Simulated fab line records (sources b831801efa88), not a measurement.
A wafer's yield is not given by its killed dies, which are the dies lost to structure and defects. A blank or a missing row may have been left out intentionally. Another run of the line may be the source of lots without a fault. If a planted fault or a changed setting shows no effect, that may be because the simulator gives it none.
Which tool was responsible? | flow gf180mcu | 42 wafers from 14 lots sampled at 5 of the route's 602 steps

== WHAT EACH GAUGE READ, for each wafer ==
GF_LVPWELL_OVL_MEAS_07.
lot  | measured    | on         | LVPWELL_OVL (nm)
L943 | day 3 21:44 | overlay-02 | 1.1 2.6 -0.5
L944 | day 4 01:23 | overlay-01 | 0.4 -0.2 -0.9
L945 | day 4 05:41 | overlay-02 | 1.2 1.7 2.3
L946 | day 4 11:41 | overlay-01 | 0.4 2.9 2.1
L947 | day 4 20:11 | overlay-02 | 0.5 1.5 1.7
L949 | day 5 05:50 | overlay-02 | 0.3 2.4 -1.0
L950 | day 5 16:20 | overlay-01 | 1.3 3.0 0.9
L951 | day 5 20:54 | overlay-02 | -0.4 0.6 -1.5
L952 | day 6 02:32 | overlay-01 | 1.7 2.6 3.3
L953 | day 6 08:15 | overlay-02 | -0.7 -0.3 -0.8
L957 | day 7 02:26 | overlay-02 | -1.1 -0.5 -1.8
L961 | day 8 01:29 | overlay-01 | 2.6 0.7 0.2
L963 | day 8 15:26 | overlay-01 | 0.9 -1.6 0.0
L965 | day 9 00:21 | overlay-01 | 2.5 0.0 1.7

GF_MVPSD_TW_MEAS_11.
lot  | measured     | on            | MVPSD_TW
L943 | day 5 00:26  | film_metro-01 | 545 550 548
L944 | day 5 05:59  | film_metro-01 | 549 549 544
L945 | day 5 11:02  | film_metro-04 | 542 546 544
L946 | day 5 16:28  | film_metro-04 | 548 543 544
L947 | day 6 02:26  | film_metro-01 | 548 547 548
L949 | day 6 11:41  | film_metro-01 | 547 546 549
L950 | day 6 23:53  | film_metro-02 | 555 554 556
L951 | day 7 03:50  | film_metro-01 | 547 548 547
L952 | day 7 11:05  | film_metro-01 | 572 570 572 572 575 576
L953 | day 7 16:25  | film_metro-02 | 581 586 585 582 586 588
L957 | day 8 12:24  | film_metro-04 | 569 574 572 570 571 573
L961 | day 9 10:47  | film_metro-04 | 542 546 544
L963 | day 10 02:52 | film_metro-01 | 550 551 546
L965 | day 10 11:38 | film_metro-01 | 550 553 550

GF_VT_IMPLANT_RS_MEAS_49: measurement is done with a four-point probe.
lot  | measured     | on            | MVPSD_RS (ohm/sq)
L943 | day 7 12:59  | film_metro-04 | 1168 1163 1170
L944 | day 7 20:08  | film_metro-04 | 1164 1165 1167
L945 | day 8 01:34  | film_metro-04 | 1168 1166 1171
L946 | day 8 05:54  | film_metro-04 | 1169 1169 1169
L947 | day 8 18:08  | film_metro-04 | 1169 1165 1168
L949 | day 9 05:14  | film_metro-02 | 1170 1174 1170
L950 | day 9 19:16  | film_metro-02 | 1172 1174 1177
L951 | day 9 23:26  | film_metro-04 | 1168 1171 1166
L952 | day 10 05:58 | film_metro-02 | 1011 1011 1007 1012 1011 1007
L953 | day 10 12:52 | film_metro-04 | 1005 1001 1002 1007 1005 1003
L957 | day 11 11:28 | film_metro-04 | 1009 1009 1011 1009 1009 1011
L961 | day 12 12:14 | film_metro-04 | 1167 1168 1170
L963 | day 13 07:06 | film_metro-01 | 1169 1168 1167
L965 | day 13 17:29 | film_metro-01 | 1165 1167 1164

GF_HV_LDD_OVL_MEAS_20.
lot  | measured     | on         | HV_LDD_01_OVL (nm)
L943 | day 10 16:31 | overlay-02 | 0.7 1.1 2.9
L944 | day 11 00:49 | overlay-01 | 1.7 0.6 -0.6
L945 | day 11 04:49 | overlay-02 | 0.8 1.1 2.1
L946 | day 11 11:45 | overlay-02 | -0.5 1.2 0.1
L947 | day 12 01:22 | overlay-01 | 1.4 1.5 0.9
L949 | day 12 15:07 | overlay-02 | 1.3 2.2 2.6
L950 | day 13 06:28 | overlay-01 | 0.9 -0.2 1.6
L951 | day 13 08:25 | overlay-02 | 0.0 3.8 0.2
L961 | day 16 08:13 | overlay-02 | 1.8 1.0 1.3
L963 | day 17 04:16 | overlay-02 | -1.1 -0.1 2.4
L965 | day 17 15:07 | overlay-01 | -0.8 0.6 1.4

== TOOL THAT RAN EACH LOT (tool first, then ch and the chambers of the sampled wafers, then the start) ==
lot  | GF_MVPSD_IMPLANT_09
L943 | implanter-02 ch 0, day 5 00:11
L944 | implanter-03 ch 0, day 5 05:44
L945 | implanter-03 ch 0, day 5 10:48
L946 | implanter-02 ch 0, day 5 16:11
L947 | implanter-03 ch 0, day 6 02:11
L949 | implanter-02 ch 0, day 6 11:26
L950 | implanter-02 ch 0, day 6 23:39
L951 | implanter-03 ch 0, day 7 03:37
L952 | implanter-02 ch 0, day 7 10:31
L953 | implanter-03 ch 0, day 7 15:52
L957 | implanter-03 ch 0, day 8 11:41
L961 | implanter-03 ch 0, day 9 10:34
L963 | implanter-03 ch 0, day 10 02:37
L965 | implanter-02 ch 0, day 10 11:25
- GF_MVPSD_IMPLANT_09

== AS READ BY THE TOOLS THEMSELVES (means over the sampled wafers that have a number; for cases with no such wafer, the mark the record gives instead) ==
GF_MVPSD_IMPLANT_09.
lot  | tool         | beam_on_s (s) | dose_ions_cm2
L943 | implanter-02 | 9.86          | 5.001e+12
L944 | implanter-03 | 9.81          | 5.007e+12
L945 | implanter-03 | 10.03         | 4.994e+12
L946 | implanter-02 | 10.10         | 4.994e+12
L947 | implanter-03 | 10.02         | 5.000e+12
L949 | implanter-02 | 9.99          | 4.998e+12
L950 | implanter-02 | 10.11         | 5.010e+12
L951 | implanter-03 | 9.84          | 4.995e+12
L952 | implanter-02 | 9.95          | 5.001e+12
L953 | implanter-03 | 10.00         | 4.994e+12
L957 | implanter-03 | 9.97          | 5.001e+12
L961 | implanter-03 | 9.76          | 4.999e+12
L963 | implanter-03 | 10.04         | 5.001e+12
L965 | implanter-02 | 10.07         | 4.999e+12

== THE ANSWER, worked out from the rows above alone ==
Rule: what is usual is taken from the lots themselves. Put in order of their means at a reading, lots are off if they are a third of the lots or fewer, leave a main group of 4 or more, and stand apart from it by a gap of 3 or more times the standard deviation of the main group's means; of several such gaps the widest counts. Not used: any main group whose means are identical at the precision the tables above print for the reading. Also off: a lot with no number at a reading for which 4 or more lots have one. Any other lot the step has rows for is counted as sound. After the gauges, taken in route order, come the tools' own readings; for these a lot's mean is taken, as printed above. At the first step where some lot is off, the reading lying furthest off is the one used; lots without a number count as furthest.
Off: at GF_MVPSD_TW_MEAS_11 (MVPSD_TW), L952, L953, L957. The main group: mean 548, standard deviation 3.
A tool fits if, at a process step before that reading, it ran every lot that is off, and no sound lot after the first of them. Those tools and the gauges at GF_MVPSD_TW_MEAS_11 are tried in the same way. No candidate that was tried fits.

== WHAT THE SIMULATOR PUT IN ==
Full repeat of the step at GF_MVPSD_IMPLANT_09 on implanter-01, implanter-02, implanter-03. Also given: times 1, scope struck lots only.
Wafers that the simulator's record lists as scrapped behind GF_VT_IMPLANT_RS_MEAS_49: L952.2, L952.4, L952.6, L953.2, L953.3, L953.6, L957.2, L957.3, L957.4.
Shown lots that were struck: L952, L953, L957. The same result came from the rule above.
